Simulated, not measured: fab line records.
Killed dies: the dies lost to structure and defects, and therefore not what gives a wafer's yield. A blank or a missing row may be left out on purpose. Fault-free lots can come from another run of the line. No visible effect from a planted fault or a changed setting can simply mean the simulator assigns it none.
Chamber matching	flow gf180mcu	GF_V4_CMP_04 on cmp-01: 4 sister chambers
The step polishes SiO2. 4 wafers are shown with their chamber, then 7 later ones without.

WAFERS, EACH WITH ITS CHAMBER
wafer	chamber	motor-current-A (A)
L112.4	0	11.0
L115.1	1	13.1
L116.2	2	13.7
L116.3	3	12.3

WAFERS WITHOUT THEIR CHAMBER
wafer	motor-current-A (A)
L116.5	11.0
L118.1	12.5
L118.2	13.6
L118.3	11.3
L119.1	11.6
L119.2	12.7
L119.4	14.1

WHICH CHAMBER EACH ONE RAN IN
wafer	from the rows above	in truth
L116.5	0	0
L118.1	can't be placed: 3 or 1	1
L118.2	can't be placed: 2 or 1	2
L118.3	0	0
L119.1	can't be placed: 0 or 3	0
L119.2	can't be placed: 3 or 1 or 2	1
L119.4	can't be placed: 2 or 1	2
2 of 7 placed correctly. Can't be placed from these rows: 5 (the true chamber is among the candidates in 5). Number placed wrongly: 0.
How it was worked out, from the rows above alone: a wafer's distance from a chamber is the root of the sum, over the readings, of the square of ((its reading less the chamber's mean) divided by the reading's scatter). If the next closest chamber is less than 2 further off than the closest, the wafer can't be placed; otherwise it belongs to the closest. For every chamber, the mean is computed from those of its wafers that are shown. The scatter: with one shown wafer a chamber, the root of the mean of the squares of how far each hidden wafer lies from its nearest shown one.
